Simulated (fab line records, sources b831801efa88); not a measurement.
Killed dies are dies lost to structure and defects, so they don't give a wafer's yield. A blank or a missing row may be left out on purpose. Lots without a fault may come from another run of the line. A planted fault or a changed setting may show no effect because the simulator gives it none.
Which tool did it? | flow gf180mcu | 12 lots, 36 wafers sampled, at 6 steps of a route of 602

WHAT THE GAUGES READ, wafer by wafer
GF_CONTACT_CD_MEAS_14: target cd 220 nm.
lot  | measured     | on        | cd_nm (nm)
L816 | day 16 16:08 | cd_sem-01 | 222.1 222.5 221.7
L818 | day 17 11:08 | cd_sem-02 | 218.1 219.3 218.9
L819 | day 17 21:55 | cd_sem-02 | 221.4 220.8 220.1
L820 | day 18 06:11 | cd_sem-02 | 221.2 220.6 221.3
L822 | day 18 22:04 | cd_sem-02 | 220.0 220.4 220.9
L824 | day 19 20:24 | cd_sem-01 | 217.8 218.5 218.7
L825 | day 20 06:29 | cd_sem-01 | 219.8 219.6 221.4
L826 | day 20 10:46 | cd_sem-01 | 221.1 219.8 219.3
L831 | day 22 03:40 | cd_sem-02 | 217.3 218.8 217.2
L832 | day 22 15:01 | cd_sem-02 | 218.9 219.6 218.5
L833 | day 22 20:31 | cd_sem-02 | 220.1 221.6 220.0
L837 | day 24 04:24 | cd_sem-01 | 219.3 220.2 218.9

GF_V1_THK_MEAS_01.
lot  | measured     | on            | V1_CVD_00_THK (nm)
L816 | day 17 17:59 | film_metro-01 | 601 605 597
L818 | day 18 13:28 | film_metro-01 | 603 598 591
L819 | day 19 01:46 | film_metro-02 | 611 603 611
L820 | day 19 09:10 | film_metro-01 | 600 596 610
L822 | day 20 01:10 | film_metro-02 | 606 601 607
L824 | day 20 22:30 | film_metro-01 | 596 591 598
L825 | day 21 08:48 | film_metro-04 | 603 596 593
L826 | day 21 12:50 | film_metro-01 | 599 604 602
L831 | day 23 05:03 | film_metro-02 | 592 606 599
L832 | day 23 16:01 | film_metro-02 | 596 600 599
L833 | day 23 21:04 | film_metro-01 | 593 591 597
L837 | day 25 04:46 | film_metro-01 | 601 608 603

GF_V1_THK_MEAS_03.
lot  | measured     | on            | V1_CVD_02_THK (nm)
L816 | day 17 18:07 | film_metro-04 | 844 855 851
L818 | day 18 13:35 | film_metro-04 | 833 858 854
L819 | day 19 01:54 | film_metro-04 | 837 836 852
L820 | day 19 09:17 | film_metro-02 | 824 842 848
L822 | day 20 01:18 | film_metro-01 | 861 859 861
L824 | day 20 22:38 | film_metro-02 | 842 852 865
L825 | day 21 08:56 | film_metro-02 | 832 845 837
L826 | day 21 12:58 | film_metro-04 | 846 847 864
L831 | day 23 05:11 | film_metro-02 | 860 1006 854
L832 | day 23 16:09 | film_metro-01 | 843 861 855
L833 | day 23 21:11 | film_metro-01 | 970 994 846
L837 | day 25 04:53 | film_metro-02 | 817 830 831

GF_V1_CD_MEAS_14: target cd 260 nm.
lot  | measured     | on        | cd_nm (nm)
L816 | day 18 18:23 | cd_sem-01 | 260.9 260.8 260.4
L818 | day 19 14:22 | cd_sem-01 | 259.8 258.3 259.3
L819 | day 20 02:39 | cd_sem-01 | 259.9 259.9 259.4
L820 | day 20 10:23 | cd_sem-01 | 256.2 256.2 257.1
L822 | day 21 01:43 | cd_sem-01 | 260.6 260.7 260.9
L824 | day 21 22:59 | cd_sem-01 | 260.0 259.2 259.3
L825 | day 22 08:49 | cd_sem-02 | 260.0 258.9 260.7
L826 | day 22 12:21 | cd_sem-01 | 260.5 259.9 261.8
L831 | day 24 03:39 | cd_sem-02 | 262.1 263.0 261.3
L832 | day 24 15:03 | cd_sem-02 | 261.3 260.9 261.3
L833 | day 24 19:06 | cd_sem-01 | 260.5 260.5 260.8
L837 | day 26 03:00 | cd_sem-02 | 258.8 259.0 258.1

WHICH TOOL RAN EACH LOT (tool, then ch and the chambers of the sampled wafers, then the start)
lot  | GF_V1_CVD_02                    | GF_V1_CMP_04
L816 | pecvd-03 ch 0,1,2, day 17 18:02 | cmp-02 ch 0,1, day 17 18:10
L818 | pecvd-04 ch 0,1,2, day 18 13:31 | cmp-01 ch 1,2,3, day 18 13:38
L819 | pecvd-04 ch 0,2, day 19 01:50   | cmp-02 ch 2,3, day 19 01:58
L820 | pecvd-02 ch 0,1, day 19 09:13   | cmp-01 ch 0,2,3, day 19 09:26
L822 | pecvd-03 ch 0,1,2, day 20 01:14 | cmp-02 ch 0,3, day 20 01:25
L824 | pecvd-04 ch 1,2, day 20 22:32   | cmp-01 ch 1,2, day 20 22:40
L825 | pecvd-03 ch 0,2, day 21 08:51   | cmp-01 ch 0,2,3, day 21 08:59
L826 | pecvd-03 ch 0,1,2, day 21 12:54 | cmp-01 ch 1,3, day 21 13:10
L831 | pecvd-04 ch 0,1, day 23 05:07   | cmp-02 ch 0,2,3, day 23 05:14
L832 | pecvd-03 ch 0,1, day 23 16:04   | cmp-01 ch 0,1,3, day 23 16:17
L833 | pecvd-04 ch 0,1,2, day 23 21:06 | cmp-02 ch 0,2,3, day 23 21:20
L837 | pecvd-02 ch 0,1,2, day 25 04:48 | cmp-02 ch 0,1,3, day 25 05:02
- GF_V1_CVD_02: deposits SiO2 from TEOS, target thk 850 nm, time 94.851 s.
- GF_V1_CMP_04: polishes SiO2.

WHAT THE TOOLS THEMSELVES READ (means of the sampled wafers that have a number; where no wafer has one, the mark that the record gives instead)
GF_V1_CVD_02.
lot  | tool     | heater_power_outer_w (W) | heater_power_w (W) | run_length_s (s)
L816 | pecvd-03 | 318                      | 579                | 123.0
L818 | pecvd-04 | 402                      | 661                | 122.3
L819 | pecvd-04 | 353                      | 567                | 121.8
L820 | pecvd-02 | 325                      | 551                | 122.7
L822 | pecvd-03 | 372                      | 649                | 122.7
L824 | pecvd-04 | 433                      | 716                | 122.5
L825 | pecvd-03 | 370                      | 597                | 122.8
L826 | pecvd-03 | 347                      | 608                | 122.7
L831 | pecvd-04 | 373                      | 605                | 127.6
L832 | pecvd-03 | 361                      | 628                | 122.3
L833 | pecvd-04 | 400                      | 668                | 133.2
L837 | pecvd-02 | 369                      | 598                | 122.9

GF_V1_CMP_04.
lot  | tool   | motor_current_A (A) | time_to_endpoint_s (s)
L816 | cmp-02 | 11.4                | 81
L818 | cmp-01 | 12.5                | 77
L819 | cmp-02 | 10.6                | 83
L820 | cmp-01 | 12.1                | 75
L822 | cmp-02 | 11.9                | 89
L824 | cmp-01 | 12.4                | 84
L825 | cmp-01 | 12.1                | 79
L826 | cmp-01 | 12.8                | 83
L831 | cmp-02 | 11.1                | 105
L832 | cmp-01 | 12.5                | 82
L833 | cmp-02 | 10.7                | 114
L837 | cmp-02 | 12.4                | 75

THE ANSWER, worked out from the rows above alone
Rule: what is usual is taken from the lots themselves. Put in order of their means at a reading, lots are off if they are a third of the lots or fewer, leave a main group of 4 or more, and stand apart from it by a gap of 3 or more times the standard deviation of the main group's means; of several such gaps the widest counts. A main group whose means are all the same, to the digits that the tables above print for the reading, isn't used. A lot without any number at a reading at which 4 lots or more have one is off too. The other lots that the step has rows for count as sound. The gauges are gone through in route order, then the tools' own readings, and for those a lot's mean is taken as printed above. The first step at which some lot is off is used, and at that step the reading that is off furthest; a lot without a number counts as furthest.
Off: L831, L833, at GF_V1_THK_MEAS_03 (V1_CVD_02_THK). The main group: mean 846 nm, standard deviation 9.5.
A tool fits if, at a process step before that reading, it ran every lot that is off, and no sound lot after the first of them. The gauges at GF_V1_THK_MEAS_03 aren't tried: what is off there is off at GF_V1_CVD_02 too, on other tools, and a gauge's error can't cause that. One fits: pecvd-04 at GF_V1_CVD_02. Its last sound lot is L824 (day 20 22:32), its first lot that is off L831 (day 23 05:07): a fault that began between those two fits.
The tool's own readings at GF_V1_CVD_02 bear it out: on the lots that are off they differ by more than 5 times the standard deviation of the sound lots' means. run_length_s reads 130.4 s there against 122.6 s on the sound lots.

WHAT THE SIMULATOR HAD PUT IN
Process parameter drift: pecvd-04, from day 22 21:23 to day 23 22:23, at GF_V1_CVD_02. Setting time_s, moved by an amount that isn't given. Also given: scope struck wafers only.
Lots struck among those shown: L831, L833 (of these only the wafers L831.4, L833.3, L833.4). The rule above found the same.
